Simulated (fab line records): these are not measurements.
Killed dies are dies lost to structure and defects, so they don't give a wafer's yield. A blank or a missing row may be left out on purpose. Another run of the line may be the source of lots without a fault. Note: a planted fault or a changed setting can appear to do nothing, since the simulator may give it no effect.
A lot that was struck, set against a sound lot ; flow gf180mcu ; 17 out of 602 route steps
Sound: the wafers L423.1, L423.4, L423.5. Struck: wafer L413.2 (L413.3, L413.6, from the same lot, were not struck and are left out); the cause is given at the end.
At each step with rows: each side's tool, then ch and its chambers, then its first start. Under that, the readings that differ: sound wafers ; struck wafers ; difference of the means ; sigmas: that difference in standard deviations of wafers without a fault.
alike: readings with means less than 2 such deviations apart, plus words and numbers identical on both sides. not compared: withheld readings, readings lacking a value on some wafer, bounds such as >300 that could conceal the same value, and numbers that have no deviation in the record and whose values overlap.
The two part at a step that has a row with sigmas, a row that says differs or no value, or rows on one side only. Numbers that don't overlap but have no deviation are shown without sigmas and don't part them. A reading that every wafer of one side lacks parts them only if that side has two wafers or more.

first, 4 steps without rows for these wafers: GF_SAB_SOFTBAKE_05 (time 60 s); GF_SAB_EXPOSE_06 (exposes mask SAB, target cd 420 nm); GF_SAB_PEB_07; GF_SAB_DEVELOP_08 (develop time 60 s).
GF_SAB_CD_MEAS_09: target cd 420 nm.
  sound on cd sem-01 at day 22 06:13; struck on cd sem-02 at day 17 12:59
  alike: cd nm
GF_SAB_OVL_MEAS_10:
  sound on overlay-01 at day 22 06:20; struck on overlay-01 at day 17 13:05
  alike: SAB_OVL
GF_SAB_ETCH_11: etches SiO2 in C4F8/O2/Ar, target depth 55 nm, time 8.5 s.
  sound on rie diel-04 ch 0,2,3, day 22 06:22; struck on rie diel-04 ch 3, day 17 13:07
  alike: bias w, oes product au
  not compared: rf hours counter h
then, 1 step without rows for these wafers: GF_SAB_WET_ETCH_12 (etches SiO2 in dHF, target depth 22 nm, time 440 s).
GF_SAB_STRIP_13: strips in O2/N2.
  sound on plasma asher-01 ch 0,1, day 22 06:31; struck on plasma asher-03 ch 0, day 17 13:16
  alike: drypump motor current A, heater power w, oes product au, strip time to endpoint s
  not compared: rf hours counter h
then, 2 steps without rows for these wafers: GF_SALICIDE_CLEAN_00 (cleans in SC1/SC2, time 150 s); GF_SALICIDE_WET_ETCH_01 (etches SiO2 in dHF, target depth 5 nm, time 100 s).
GF_SALICIDE_SPUTTER_02: material Co, target thk 10 nm, time 20 s.
  sound on pvd sputter-04 at day 22 06:43; struck on pvd sputter-01 at day 17 13:28
  alike: throttle valve pct
GF_SALICIDE_SPUTTER_03: material TiN, target thk 20 nm, time 16.7 s.
  sound on pvd sputter-04 at day 22 06:44; struck on pvd sputter-01 at day 17 13:29
reading;sound;struck;difference;sigmas
model.TiN_of_SALICIDE_SPUTTER_03.thk nm (nm);20.2 20.24 20.25;17.52;-2.71;
  alike: throttle valve pct
GF_SALICIDE_RS_MEAS_04: measurement is done with a four-point probe.
  sound on film metro-04 at day 22 06:46; struck on film metro-01 at day 17 13:32
  alike: SALICIDE_TIN_RS
GF_SALICIDE_THK_MEAS_05: measures by xrf.
  sound on film metro-04 at day 22 06:53; struck on film metro-01 at day 17 13:39
reading;sound;struck;difference;sigmas
SALICIDE_TIN_THK (nm);19.89 19.89 19.97;17.41;-2.51;-9
GF_SALICIDE_RTA_06: time 30 s.
  sound on rtp anneal-02 ch 0, day 22 06:56; struck on rtp anneal-02 ch 0, day 17 13:43
  alike: anneal temp c max, chamber o2 ppm, wafer_temp_C_max
GF_PASSIVATION_PROBE_99:
  rows exist in the record for the sound wafers here (prober-01, day 34 07:31), none for the struck ones

## WHERE THEY PART
At GF_SALICIDE_THK_MEAS_05 first; at GF_PASSIVATION_PROBE_99 last (within this record only).

WHY: what the simulator had put in
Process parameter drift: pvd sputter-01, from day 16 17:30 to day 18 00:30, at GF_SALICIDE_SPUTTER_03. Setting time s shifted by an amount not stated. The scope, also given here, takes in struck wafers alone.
